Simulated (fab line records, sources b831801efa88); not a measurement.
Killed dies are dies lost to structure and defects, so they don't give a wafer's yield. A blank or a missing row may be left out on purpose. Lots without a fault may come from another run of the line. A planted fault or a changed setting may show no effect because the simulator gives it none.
fab line records | flow gf180mcu
record lots=5 wafers=23
route steps=602 shown M3@413 V3@433 M4@458 MIM@517 M5@531
start_h: hours from the record's first day to the start of the lot's first wafer shown | wait_h: hours since the lot's step before | " the same as in the row above | L1.1+2: a row that stands for several wafers | - no value, or no start given | * or withheld: withheld | < > ~ a bound
route shown NAME@n: a module of which the file shows steps, and the number in the route of the first | usual: mean/standard deviation of fault-free wafers | same: alike in all rows | chamber/n: place in a boat | sites: the reading at each site | _std_site: their standard deviation | _edge_site: outer sites' mean less inner sites' | radius_mm: how far each site lies from the wafer's centre | mask NAME#n: copy n | behind: the tool/chamber that last shaped the wafer | hold: why the lot was held/for how many hours/how that ended | device: the transistor (n, p or np) that didn't switch | end of line: the same wafers' tests at the end of the route | a step without rows: its recipe alone | killed: dies lost to structure and defects at the first sort, not the wafer's yield | map: a wafer's dies, x killed, . not, _ none there
set.NAME: the setting as run; set.NAME@STEP: as run at that earlier step | model.NAME: the simulator's own value behind a step, which no gauge read
lots whose settings were changed on purpose; a table a step, a row a wafer
## steps
# step GF_M3_SPUTTER_04
# recipe material=TiN target_thk_nm=50 power_w=6500 time_s=41.7 chamber_pressure_pa=0.4
# columns lot.wafer tool chamber start_h wait_h set.power_w model.TiN_of_M3_SPUTTER_04.thk_nm
L074.1 pvd_sputter-01 - 460.57 0.0 6500 50.11
L074.2 " - " " 6500 49.98
L074.6 " - " " 6500 49.34
L076.1 pvd_sputter-02 - 488.22 0.0 6500 49.64
L076.2 " - " " 6500 49.62
L076.4 " - " " 6772 52.45
L076.5 " - " " 6772 52.44
L076.6 " - " " 6500 49.45
L077.1 pvd_sputter-04 - 492.67 0.0 6500 49.68
L077.2 " - " " 6800 51.96
L077.3 " - " " 6800 52.18
L077.5 " - " " 6800 51.38
L077.6 " - " " 6500 49.72
L079.1 pvd_sputter-02 - 511.67 0.0 6500 49.84
L079.2 " - " " 5757 44.24
L079.3 " - " " 6500 50.2
L079.4 " - " " 5757 43.7
L079.5 " - " " 5757 44.02
L080.1 pvd_sputter-02 - 519.86 0.0 6500 49.31
L080.2 " - " " 6500 49.67
L080.4 " - " " 6500 49.58
L080.5 " - " " 6500 49.44
L080.6 " - " " 6500 49.41
# step GF_V3_CMP_04
# recipe material=SiO2 down_force_psi=4 platen_rpm=60 pad_velocity_m_s=0.94248
# columns lot.wafer tool chamber start_h wait_h set.leave_above_ref_nm model.SiO2_of_V3_CVD_02.thk_nm
L074.2 cmp-02 3 485.37 0.1 632.5 632.2
L074.1 " 1 " " 632.5 631
L074.6 " 3 " " 632.5 631.2
L076.1 cmp-02 2 512.52 0.1 590 590.2
L076.2 " 3 " " 632.5 632.3
L076.4 " 0 " " 632.5 634.7
L076.5 " 2 " " 632.5 634
L076.6 " 3 " " 590 590.8
L077.1 cmp-01 3 517.60 0.1 676.5 676.8
L077.2 " 1 " " 632.5 632.2
L077.3 " 2 " " 632.5 633
L077.5 " 3 " " 676.5 676.9
L077.6 " 0 " " 632.5 636.5
L079.1 cmp-01 1 535.18 0.1 611.9 610.3
L079.2 " 2 " " 632.5 633
L079.3 " 3 " " 632.5 632.7
L079.4 " 0 " " 632.5 632.9
L079.5 " 2 " " 611.9 611.5
L080.4 cmp-01 0 543.65 0.1 632.5 634.7
L080.1 " 1 " " 632.5 633.2
L080.2 " 2 " " 632.5 633.6
L080.6 " 3 " " 632.5 633.1
L080.5 " 0 " " 632.5 635.3
# step GF_V3_EXPOSE_11
# recipe mask_id=Via3 target_cd_nm=260 na=0.68 source_shape=conventional sigma_outer=0.6 dose_mj=38
# columns lot.wafer tool chamber start_h wait_h mask set.dose_mj
L074.1+2+6 krf_scanner-01 0 - - Via3#0 38
L076.1+2+4+5+6 krf_scanner-01 0 - - Via3#0 38
L077.1+2 krf_scanner-02 0 - - Via3#0 38
L077.3+5+6 " 0 " " Via3#0 36.02
L079.1+3+4 krf_scanner-02 0 - - Via3#0 38
L079.2+5 " 0 " " Via3#0 40.15
L080.1+5+6 krf_scanner-02 0 - - Via3#0 38.74
L080.2+4 " 0 " " Via3#0 38
# step GF_V3_PEB_12
# recipe peb_temp_c=135 peb_time_s=90 resist=KrF
# step GF_V3_DEVELOP_13
# recipe develop_time_s=60 resist=KrF dev_temp_c=21
# step GF_V3_CD_MEAS_14
# recipe target_cd_nm=260
# usual cd_nm=260.3/0.92
# columns lot.wafer tool chamber start_h wait_h set.dose_mj@V3_EXPOSE_11 cd_nm
L074.1 cd_sem-01 - 508.81 0.1 38 258.7
L074.2 " - " " 38 258.4
L074.6 " - " " 38 259.0
L076.1 cd_sem-02 - 535.06 0.1 38 260.4
L076.2 " - " " 38 260.8
L076.4 " - " " 38 258.7
L076.5 " - " " 38 260.7
L076.6 " - " " 38 260.3
L077.1 cd_sem-01 - 540.61 0.1 38 260.3
L077.2 " - " " 38 261.0
L077.3 " - " " 36.02 253.2
L077.5 " - " " 36.02 253.3
L077.6 " - " " 36.02 253.4
L079.1 cd_sem-01 - 558.33 0.1 38 259.2
L079.2 " - " " 40.15 267.4
L079.3 " - " " 38 259.4
L079.4 " - " " 38 259.5
L079.5 " - " " 40.15 267.7
L080.1 cd_sem-01 - 566.27 0.3 38.74 263.5
L080.2 " - " " 38 260.3
L080.4 " - " " 38 259.4
L080.5 " - " " 38.74 263.7
L080.6 " - " " 38.74 264.1
# step GF_V3_ETCH_16
# recipe chemistry=N2/H2 target_depth_a=withheld overetch_a=withheld time_s=withheld target=BARC ion_energy_ev=200 source_w=500 bias_w=100 pressure_mtorr=30 n2_flow_sccm=100 h2_flow_sccm=200
# columns lot.wafer tool chamber start_h wait_h set.dose_mj@V3_EXPOSE_11 model.V3.cd_nm
L074.1 rie_diel-04 1 508.96 0.0 38 258.1
L074.2 " 0 " " 38 258.5
L074.6 " 1 " " 38 258.6
L076.1 rie_diel-03 1 535.21 0.0 38 258.9
L076.2 " 0 " " 38 260.2
L076.4 " 2 " " 38 258.7
L076.5 " 2 " " 38 261
L076.6 " 1 " " 38 258.6
L077.1 rie_diel-03 1 540.76 0.0 38 259.2
L077.2 " 0 " " 38 260.9
L077.3 " 3 " " 36.02 253.1
L077.5 " 0 " " 36.02 253
L077.6 " 3 " " 36.02 253.7
L079.1 rie_diel-02 3 558.49 0.0 38 260
L079.2 " 2 " " 40.15 267.3
L079.3 " 1 " " 38 259.7
L079.4 " 3 " " 38 260.1
L079.5 " 1 " " 40.15 267.4
L080.1 rie_diel-02 3 566.43 0.0 38.74 263.7
L080.2 " 2 " " 38 260.1
L080.4 " 2 " " 38 258.8
L080.5 " 1 " " 38.74 263.5
L080.6 " 3 " " 38.74 264.5
# step GF_V3_ETCH_17
# recipe chemistry=C4F8/O2/Ar mask_material=KrF target=SiO2 stop_on=TiN source_w=1500 bias_w=1200 pressure_mtorr=40 c4f8_flow_sccm=withheld O2_flow_sccm=6 Ar_flow_sccm=300 time_s=withheld target_depth_a=6350
# usual oes_product_au=0.856/0.0046
# columns lot.wafer tool chamber start_h wait_h set.leave_above_ref_nm@V3_CMP_04 oes_product_au model.V3.feature_depth_nm
L074.1 rie_diel-04 1 - - 632.5 0.848 631
L074.2 " 0 " " 632.5 0.851 632.2
L074.6 " 1 " " 632.5 0.854 631.2
L076.1 rie_diel-03 1 - - 590 0.822 590.2
L076.2 " 0 " " 632.5 0.853 632.3
L076.4 " 2 " " 632.5 0.858 634.7
L076.5 " 2 " " 632.5 0.853 634
L076.6 " 1 " " 590 0.826 590.8
L077.1 rie_diel-03 1 - - 676.5 0.887 676.8
L077.2 " 0 " " 632.5 0.864 632.2
L077.3 " 3 " " 632.5 0.855 633
L077.5 " 0 " " 676.5 0.899 676.9
L077.6 " 3 " " 632.5 0.856 636.5
L079.1 rie_diel-02 3 - - 611.9 0.837 610.3
L079.2 " 2 " " 632.5 0.857 633
L079.3 " 1 " " 632.5 0.854 632.7
L079.4 " 3 " " 632.5 0.855 632.9
L079.5 " 1 " " 611.9 0.835 611.5
L080.1 rie_diel-02 3 - - 632.5 0.860 633.2
L080.2 " 2 " " 632.5 0.859 633.6
L080.4 " 2 " " 632.5 0.853 634.7
L080.5 " 1 " " 632.5 0.855 635.3
L080.6 " 3 " " 632.5 0.854 633.1
# step GF_M4_SPUTTER_02
# recipe material=AlCu target_thk_nm=450 power_w=10600 time_s=23.9 chamber_pressure_pa=0.4
# columns lot.wafer tool chamber start_h wait_h set.time_s model.AlCu_of_M4_SPUTTER_02.thk_nm
L074.1+6 pvd_sputter-03 - 510.45 0.0 23.9 445.8
L074.2 " - " " 23.9 444.8
L076.1 pvd_sputter-02 - 536.70 0.0 26.18 489.5
L076.2 " - " " 26.18 481.2
L076.4 " - " " 23.9 441.2
L076.5 " - " " 26.18 495.8
L076.6 " - " " 23.9 443.7
L077.1 pvd_sputter-03 - 542.59 0.0 26.15 493.1
L077.2 " - " " 23.9 450.7
L077.3 " - " " 26.15 489.2
L077.5 " - " " 23.9 446.3
L077.6 " - " " 26.15 492.3
L079.1 pvd_sputter-04 - 560.00 0.0 21.64 416.5
L079.2 " - " " 23.9 462.1
L079.3 " - " " 23.9 454.8
L079.4 " - " " 21.64 412.3
L079.5 " - " " 23.9 460.6
L080.1 pvd_sputter-02 - 567.91 0.0 26.45 493.2
L080.2 " - " " 23.9 452.5
L080.4 " - " " 23.9 446.7
L080.5 " - " " 26.45 492.2
L080.6 " - " " 23.9 443.7
# step GF_M4_SPUTTER_04
# recipe material=TiN target_thk_nm=50 power_w=6500 time_s=41.7 chamber_pressure_pa=0.4
# columns lot.wafer tool chamber start_h wait_h set.power_w model.TiN_of_M4_SPUTTER_04.thk_nm
L074.1 pvd_sputter-03 - 510.50 0.0 6500 49.85
L074.2 " - " " 6500 49.56
L074.6 " - " " 6500 49.51
L076.1 pvd_sputter-02 - 536.75 0.0 6183 48.08
L076.2 " - " " 6500 50.36
L076.4 " - " " 6500 50.09
L076.5 " - " " 6183 47.54
L076.6 " - " " 6500 50.18
L077.1 pvd_sputter-03 - 542.64 0.0 6500 49.19
L077.2 " - " " 6500 49.71
L077.3 " - " " 7257 55.05
L077.5 " - " " 6500 49.73
L077.6 " - " " 7257 55.18
L079.1 pvd_sputter-04 - 560.05 0.0 6500 50.98
L079.2 " - " " 5939 45.83
L079.3 " - " " 6500 50.51
L079.4 " - " " 5939 45.03
L079.5 " - " " 6500 49.81
L080.1 pvd_sputter-02 - 567.96 0.0 6500 49.1
L080.2 " - " " 6877 52.35
L080.4 " - " " 6500 49.64
L080.5 " - " " 6877 52.31
L080.6 " - " " 6877 52.43
# step GF_M4_RS_MEAS_05
# recipe thk_meas_gauge=four-point-probe reads=TiN_of_M4_SPUTTER_04+Ti_of_M4_SPUTTER_03+AlCu_of_M4_SPUTTER_02+TiN_of_M4_SPUTTER_01+Ti_of_M4_SPUTTER_00
# usual M4_ALCU_RS=0.0698/0.00082
# columns lot.wafer tool chamber start_h wait_h set.time_s@M4_SPUTTER_02 M4_ALCU_RS[ohm/sq]
L074.1 film_metro-03 - 510.54 0.0 23.9 0.0702
L074.2 " - " " 23.9 0.0703
L074.6 " - " " 23.9 0.0703
L076.1 film_metro-03 - 536.79 0.0 26.18 0.0639
L076.2 " - " " 26.18 0.0651
L076.4 " - " " 23.9 0.0711
L076.5 " - " " 26.18 0.0630
L076.6 " - " " 23.9 0.0705
L077.1 film_metro-01 - 542.68 0.0 26.15 0.0634
L077.2 " - " " 23.9 0.0693
L077.3 " - " " 26.15 0.0639
L077.5 " - " " 23.9 0.0699
L077.6 " - " " 26.15 0.0633
L079.1 film_metro-03 - 560.09 0.0 21.64 0.0752
L079.2 " - " " 23.9 0.0678
L079.3 " - " " 23.9 0.0687
L079.4 " - " " 21.64 0.0760
L079.5 " - " " 23.9 0.0680
L080.1 film_metro-01 - 568.00 0.0 26.45 0.0633
L080.2 " - " " 23.9 0.0691
L080.4 " - " " 23.9 0.0699
L080.5 " - " " 26.45 0.0634
L080.6 " - " " 23.9 0.0703
# step GF_M4_THK_MEAS_06
# recipe thk_meas_gauge=xrf reads=AlCu_of_M4_SPUTTER_02
# usual M4_ALCU_THK=451/5.6
# columns lot.wafer tool chamber start_h wait_h set.time_s@M4_SPUTTER_02 M4_ALCU_THK[nm]
L074.1 film_metro-03 - 510.66 0.1 23.9 453
L074.2 " - " " 23.9 451
L074.6 " - " " 23.9 452
L076.1 film_metro-03 - 536.91 0.1 26.18 492
L076.2 " - " " 26.18 481
L076.4 " - " " 23.9 442
L076.5 " - " " 26.18 498
L076.6 " - " " 23.9 444
L077.1 film_metro-01 - 542.80 0.1 26.15 497
L077.2 " - " " 23.9 453
L077.3 " - " " 26.15 485
L077.5 " - " " 23.9 448
L077.6 " - " " 26.15 488
L079.1 film_metro-03 - 560.21 0.1 21.64 419
L079.2 " - " " 23.9 468
L079.3 " - " " 23.9 457
L079.4 " - " " 21.64 420
L079.5 " - " " 23.9 465
L080.1 film_metro-01 - 568.12 0.1 26.45 499
L080.2 " - " " 23.9 454
L080.4 " - " " 23.9 449
L080.5 " - " " 26.45 492
L080.6 " - " " 23.9 446
# step GF_M4_DEHYDRATE_07
# recipe temp_c=200 time_s=60
# step GF_M4_HMDS_08
# recipe prime_time_s=60 prime_temp_c=120
# step GF_M4_METAL_ETCH_16
# recipe chemistry=Cl2/BCl3 mask_material=KrF target_depth_nm=627.5 stop_on=SiO2 pressure_mtorr=8 icp_w=800 bias_w=140 Cl2_flow_sccm=80 bcl3_flow_sccm=40 time_s=104.6
# usual oes_product_au=0.970/0.0065
# columns lot.wafer tool chamber start_h wait_h set.time_s@M4_SPUTTER_02 oes_product_au
L074.1 rie_metal-01 0 533.47 0.0 23.9 0.966
L074.2 " 1 " " 23.9 0.963
L074.6 " 1 " " 23.9 0.971
L076.1 rie_metal-01 1 559.37 0.0 26.18 0.988
L076.2 " 0 " " 26.18 0.992
L076.4 " 1 " " 23.9 0.962
L076.5 " 0 " " 26.18 0.994
L076.6 " 1 " " 23.9 0.963
L077.1 rie_metal-04 0 565.34 0.0 26.15 0.996
L077.2 " 1 " " 23.9 0.973
L077.3 " 1 " " 26.15 0.998
L077.5 " 0 " " 23.9 0.971
L077.6 " 1 " " 26.15 0.995
L079.1 rie_metal-02 1 582.44 0.0 21.64 0.949
L079.2 " 0 " " 23.9 0.978
L079.3 " 1 " " 23.9 0.973
L079.4 " 0 " " 21.64 0.929
L079.5 " 0 " " 23.9 0.985
L080.1 rie_metal-01 0 590.44 0.0 26.45 0.988
L080.2 " 1 " " 23.9 0.977
L080.4 " 1 " " 23.9 0.968
L080.5 " 0 " " 26.45 0.983
L080.6 " 1 " " 23.9 0.967
# step GF_MIM_COAT_14
# recipe resist=NOVOLAK spin_rpm=3000 resist_thk_nm=1000
# columns lot.wafer tool chamber start_h wait_h set.spin_rpm model.NOVOLAK_of_MIM_COAT_14.thk_nm
L074.1+6 litho_track-04 0 570.06 0.1 3000 1004
L074.2 " 0 " " 3000 1003
L076.1 litho_track-01 0 594.88 0.1 3000 1004
L076.2 " 0 " " 2935 1017
L076.4 " 0 " " 3000 1005
L076.5 " 0 " " 2935 1015
L076.6 " 0 " " 2935 1019
L077.1 litho_track-04 0 600.26 0.1 2911 1016
L077.2 " 0 " " 3000 1003
L077.3 " 0 " " 3000 1002
L077.5 " 0 " " 3000 1001
L077.6 " 0 " " 2911 1017
L079.1 litho_track-04 0 617.06 0.1 3000 998.6
L079.2 " 0 " " 3000 999.2
L079.3 " 0 " " 3000 998.9
L079.4 " 0 " " 3000 1001
L079.5 " 0 " " 3000 1000
L080.1 litho_track-01 0 624.78 0.1 2920 1015
L080.2 " 0 " " 2920 1010
L080.4 " 0 " " 3000 1002
L080.5 " 0 " " 2920 1018
L080.6 " 0 " " 3000 1001
# step GF_MIM_SOFTBAKE_15
# recipe temp_c=90 time_s=60 resist=NOVOLAK
# columns lot.wafer tool chamber start_h wait_h set.time_s set.spin_rpm@MIM_COAT_14 model.NOVOLAK_of_MIM_COAT_14.thk_nm
L074.1+6 litho_track-04 0 570.21 0.1 60 3000 1004
L074.2 " 0 " " 60 3000 1003
L076.1 litho_track-01 0 595.03 0.1 60 3000 1004
L076.2 " 0 " " 60 2935 1017
L076.4 " 0 " " 60 3000 1005
L076.5 " 0 " " 60 2935 1015
L076.6 " 0 " " 60 2935 1019
L077.1 litho_track-04 0 600.41 0.1 60 2911 1016
L077.2 " 0 " " 60 3000 1003
L077.3 " 0 " " 52.42 3000 1002
L077.5 " 0 " " 52.42 3000 1001
L077.6 " 0 " " 52.42 2911 1017
L079.1 litho_track-04 0 617.21 0.1 51.58 3000 998.6
L079.2 " 0 " " 60 3000 999.2
L079.3 " 0 " " 60 3000 998.9
L079.4 " 0 " " 51.58 3000 1001
L079.5 " 0 " " 51.58 3000 1000
L080.1 litho_track-01 0 624.93 0.1 60 2920 1015
L080.2 " 0 " " 68.96 2920 1007
L080.4 " 0 " " 68.96 3000 999.3
L080.5 " 0 " " 68.96 2920 1015
L080.6 " 0 " " 60 3000 1001
# step GF_MIM_METAL_ETCH_19
# recipe chemistry=Cl2/BCl3 mask_material=NOVOLAK stop_on=Si3N4 target_depth_nm=324.5 pressure_mtorr=8 icp_w=800 bias_w=140 Cl2_flow_sccm=80 bcl3_flow_sccm=40 time_s=54.1
# columns lot.wafer tool chamber start_h wait_h set.bias_w
L074.1+2+6 rie_metal-03 0,1,0 581.83 0.1 140
L076.1+2+4+5+6 rie_metal-02 1,0,0,0,1 605.68 0.1 140
L077.1+3+6 rie_metal-03 0 610.76 0.1 140
L077.2+5 " 0 " " 150.2
L079.1+5 rie_metal-04 0 627.88 0.1 140
L079.2+3+4 " 0 " " 155.5
L080.1+4 rie_metal-02 0 635.13 0.1 140
L080.2+5+6 " 1,1,0 " " 148.5
# step GF_MIM_STRIP_20
# recipe chemistry=O2/N2 power_w=1400 pressure_mtorr=1500 platen_temp_c=250 o2_flow_sccm=3000 n2_flow_sccm=300 overash_fraction=0.5
# usual strip_time_to_endpoint_s=11.25/0.045
# columns lot.wafer tool chamber start_h wait_h set.spin_rpm@MIM_COAT_14 strip_time_to_endpoint_s
L074.1 plasma_asher-04 0 581.90 0.0 3000 11.27
L074.2 " 1 " " 3000 11.26
L074.6 " 1 " " 3000 11.27
L076.1 plasma_asher-04 0 605.75 0.0 3000 11.29
L076.2 " 1 " " 2935 11.45
L076.4 " 1 " " 3000 11.31
L076.5 " 0 " " 2935 11.43
L076.6 " 1 " " 2935 11.43
L077.1 plasma_asher-02 1 610.90 0.1 2911 11.39
L077.2 " 0 " " 3000 11.20
L077.3 " 1 " " 3000 11.28
L077.5 " 0 " " 3000 11.23
L077.6 " 1 " " 2911 11.44
L079.1 plasma_asher-01 1 628.02 0.1 3000 11.27
L079.2 " 0 " " 3000 11.19
L079.3 " 0 " " 3000 11.19
L079.4 " 1 " " 3000 11.23
L079.5 " 1 " " 3000 11.26
L080.1 plasma_asher-01 0 635.20 0.0 2920 11.43
L080.2 " 1 " " 2920 11.27
L080.4 " 1 " " 3000 11.23
L080.5 " 1 " " 2920 11.36
L080.6 " 0 " " 3000 11.23
# step GF_M5_PEB_05
# recipe peb_temp_c=135 peb_time_s=90 resist=KrF
# columns lot.wafer tool chamber start_h wait_h set.peb_time_s
L074.1+2+6 litho_track-04 0 - - 90
L076.1+2 litho_track-04 0 - - 98.25
L076.4+5+6 " 0 " " 90
L077.1+2+6 litho_track-03 0 - - 103.4
L077.3+5 " 0 " " 90
L079.1+3+4 litho_track-02 0 - - 101.4
L079.2+5 " 0 " " 90
L080.1+5+6 litho_track-02 0 - - 90
L080.2+4 " 0 " " 82.84
# step GF_M5_DEVELOP_06
# recipe develop_time_s=60 dev_temp_c=21
# step GF_M5_CD_MEAS_07
# recipe target_cd_nm=280
# usual cd_nm=279.6/1
# columns lot.wafer tool chamber start_h wait_h set.peb_time_s@M5_PEB_05 cd_nm
L074.1 cd_sem-01 - 603.61 0.1 90 280.6
L074.2 " - " " 90 279.8
L074.6 " - " " 90 280.8
L076.1 cd_sem-02 - 626.86 0.1 98.25 278.3
L076.2 " - " " 98.25 278.0
L076.4 " - " " 90 279.5
L076.5 " - " " 90 279.2
L076.6 " - " " 90 279.5
L077.1 cd_sem-01 - 631.88 0.1 103.4 278.3
L077.2 " - " " 103.4 278.5
L077.3 " - " " 90 280.3
L077.5 " - " " 90 280.6
L077.6 " - " " 103.4 277.1
L079.1 cd_sem-01 - 649.11 0.1 101.4 277.5
L079.2 " - " " 90 279.5
L079.3 " - " " 101.4 276.7
L079.4 " - " " 101.4 277.7
L079.5 " - " " 90 279.7
L080.1 cd_sem-01 - 655.36 0.1 90 278.0
L080.2 " - " " 82.84 279.4
L080.4 " - " " 82.84 280.5
L080.5 " - " " 90 277.7
L080.6 " - " " 90 278.8
## key
split step=GF_M3_SPUTTER_04 setting=power_w stated=6500 by=wafer
response step=GF_M3_SPUTTER_04 reading=model.TiN_of_M3_SPUTTER_04.thk_nm change=+0.537 per=1% r=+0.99
split step=GF_V3_CMP_04 setting=leave_above_ref_nm stated=632.5 by=wafer
response step=GF_V3_CMP_04 reading=model.SiO2_of_V3_CVD_02.thk_nm change=+6.34 per=1% r=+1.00
response step=GF_V3_ETCH_17 reading=oes_product_au change=+0.0049 per=1% r=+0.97
response step=GF_V3_ETCH_17 reading=model.V3.feature_depth_nm change=+6.34 per=1% r=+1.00
split step=GF_V3_EXPOSE_11 setting=dose_mj stated=38 by=wafer
response step=GF_V3_CD_MEAS_14 reading=cd_nm change=+1.46 per=1% r=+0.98
response step=GF_V3_ETCH_16 reading=model.V3.cd_nm change=+1.36 per=1% r=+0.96
split step=GF_M4_SPUTTER_02 setting=time_s stated=23.9 by=wafer
response step=GF_M4_SPUTTER_02 reading=model.AlCu_of_M4_SPUTTER_02.thk_nm change=+4.58 per=1% r=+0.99
response step=GF_M4_RS_MEAS_05 reading=M4_ALCU_RS change=-0.000681 per=1% r=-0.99
response step=GF_M4_THK_MEAS_06 reading=M4_ALCU_THK change=+4.51 per=1% r=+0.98
response step=GF_M4_METAL_ETCH_16 reading=oes_product_au change=+0.00269 per=1% r=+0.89
split step=GF_M4_SPUTTER_04 setting=power_w stated=6500 by=wafer
response step=GF_M4_SPUTTER_04 reading=model.TiN_of_M4_SPUTTER_04.thk_nm change=+0.512 per=1% r=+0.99
split step=GF_MIM_COAT_14 setting=spin_rpm stated=3000 by=wafer
response step=GF_MIM_COAT_14 reading=model.NOVOLAK_of_MIM_COAT_14.thk_nm change=-5.07 per=1% r=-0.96
response step=GF_MIM_SOFTBAKE_15 reading=model.NOVOLAK_of_MIM_COAT_14.thk_nm change=-5.02 per=1% r=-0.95
response step=GF_MIM_STRIP_20 reading=strip_time_to_endpoint_s change=* per=1% r=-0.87
split step=GF_MIM_SOFTBAKE_15 setting=time_s stated=60 by=wafer
response none clear
split step=GF_MIM_METAL_ETCH_19 setting=bias_w stated=140 by=wafer
response none clear
split step=GF_M5_PEB_05 setting=peb_time_s stated=90 by=wafer
response step=GF_M5_CD_MEAS_07 reading=cd_nm change=-0.175 per=1% r=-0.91
